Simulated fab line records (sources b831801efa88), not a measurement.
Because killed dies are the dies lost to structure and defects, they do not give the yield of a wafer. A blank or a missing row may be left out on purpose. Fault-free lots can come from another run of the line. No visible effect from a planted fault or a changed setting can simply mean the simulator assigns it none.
Which tool is to blame? | flow gf180mcu | 13 lots, 39 wafers sampled, at 3 steps of a route of 602

WHAT EACH GAUGE READ, for each wafer
GF_DUAL_GATE_OVL_MEAS_11.
lot  | measured     | on         | DUAL_GATE_OVL (nm)
L967 | day 9 04:46  | overlay-01 | -1.5 -0.8 -0.2
L968 | day 9 14:59  | overlay-02 | -0.3 0.7 0.1
L972 | day 10 19:07 | overlay-01 | 1.0 0.5 0.2
L973 | day 11 00:48 | overlay-01 | -0.8 -0.5 -1.8
L980 | day 13 03:37 | overlay-01 | -1.3 -2.4 0.0
L982 | day 13 17:18 | overlay-01 | 1.2 0.0 -0.9
L984 | day 14 11:40 | overlay-01 | 0.5 3.3 0.0
L985 | day 14 13:17 | overlay-02 | 0.6 -1.0 0.4
L986 | day 14 18:04 | overlay-02 | 0.4 -2.1 -1.4
L987 | day 15 02:14 | overlay-02 | -1.6 -1.2 -2.0
L988 | day 15 09:37 | overlay-02 | 1.7 -0.5 0.9
L989 | day 15 16:37 | overlay-02 | 0.6 -0.9 -0.1
L990 | day 15 22:27 | overlay-02 | 1.8 2.0 3.0

TOOL THAT RAN EACH LOT (tool first, then ch and the chambers of the sampled wafers, then the start)
lot  | GF_VT_IMPLANT_CLEAN_44          | GF_VT_IMPLANT_RTA_45
L967 | wet bench-01 ch 3, day 8 07:37  | rtp anneal-01 ch 0, day 8 07:41
L968 | wet bench-03 ch 1, day 8 17:28  | rtp anneal-02 ch 0, day 8 17:34
L972 | wet bench-03 ch 1, day 9 19:07  | rtp anneal-01 ch 0, day 9 19:10
L973 | wet bench-01 ch 3, day 10 03:31 | rtp anneal-02 ch 0, day 10 03:35
L980 | wet bench-01 ch 1, day 12 03:29 | rtp anneal-01 ch 0, day 12 03:34
L982 | wet bench-01 ch 3, day 12 18:01 | rtp anneal-01 ch 0, day 12 18:05
L984 | wet bench-03 ch 0, day 13 11:47 | rtp anneal-02 ch 0, day 13 11:50
L985 | wet bench-01 ch 3, day 13 13:50 | rtp anneal-01 ch 0, day 13 13:56
L986 | wet bench-03 ch 2, day 13 17:56 | rtp anneal-01 ch 0, day 13 17:59
L987 | wet bench-03 ch 1, day 14 01:34 | rtp anneal-01 ch 0, day 14 01:40
L988 | wet bench-03 ch 3, day 14 09:14 | rtp anneal-01 ch 0, day 14 09:17
L989 | wet bench-01 ch 0, day 14 15:59 | rtp anneal-01 ch 0, day 14 16:02
L990 | wet bench-03 ch 2, day 14 21:58 | rtp anneal-02 ch 0, day 14 22:02
- GF_VT_IMPLANT_CLEAN_44: cleans in SC1/SC2, time 150 s.
- GF_VT_IMPLANT_RTA_45: time 30 s.

WHAT THE TOOLS THEMSELVES READ (means of the sampled wafers that have a number; where no wafer has one, the mark that the record gives instead)
GF_VT_IMPLANT_CLEAN_44.
lot  | tool         | run length s (s)
L967 | wet bench-01 | 173
L968 | wet bench-03 | 184
L972 | wet bench-03 | 42
L973 | wet bench-01 | 174
L980 | wet bench-01 | 184
L982 | wet bench-01 | 180
L984 | wet bench-03 | 175
L985 | wet bench-01 | 181
L986 | wet bench-03 | 177
L987 | wet bench-03 | 184
L988 | wet bench-03 | 174
L989 | wet bench-01 | 183
L990 | wet bench-03 | 176

GF_VT_IMPLANT_RTA_45.
lot  | tool          | lamp power pct (%) | wafer_temp_C_max
L967 | rtp anneal-01 | 35                 | 1055.5
L968 | rtp anneal-02 | 41                 | 1054.6
L972 | rtp anneal-01 | 35                 | 1056.6
L973 | rtp anneal-02 | 41                 | 1053.7
L980 | rtp anneal-01 | 35                 | 1056.3
L982 | rtp anneal-01 | 35                 | 1054.8
L984 | rtp anneal-02 | 41                 | 1054.6
L985 | rtp anneal-01 | 35                 | 1055.5
L986 | rtp anneal-01 | 35                 | 1056.6
L987 | rtp anneal-01 | 35                 | 1057.1
L988 | rtp anneal-01 | 35                 | 1056.2
L989 | rtp anneal-01 | 35                 | 1055.4
L990 | rtp anneal-02 | 41                 | 1055.9

THE ANSWER, worked out from the rows above alone
Rule: the lots themselves supply what counts as usual. The widest of any qualifying gaps counts: lots, ordered by their means at a reading, are off when they make up no more than a third of the lots, leave a main group of 4 or more, and stand apart from it by 3 or more times the standard deviation of that group's means. A main group whose means are all the same, to the digits that the tables above print for the reading, isn't used. A lot without any number at a reading at which 4 lots or more have one is off too. All remaining lots with rows at the step are treated as sound. Order of review: gauges by route order, followed by the tools' own readings, for which a lot's mean as printed above is used. The first step at which some lot is off is used, and at that step the reading that is off furthest; a lot without a number counts as furthest.
Off: L972 (GF_VT_IMPLANT_CLEAN_44, run length s). The main group has a mean of 179 s with a standard deviation of 4.2.
If a tool, at that step or one of the process steps before it, ran each lot that is off and ran no sound lot following the first of them, it fits. Not one of the candidates tried fits.

WHAT WAS PUT IN BY THE SIMULATOR
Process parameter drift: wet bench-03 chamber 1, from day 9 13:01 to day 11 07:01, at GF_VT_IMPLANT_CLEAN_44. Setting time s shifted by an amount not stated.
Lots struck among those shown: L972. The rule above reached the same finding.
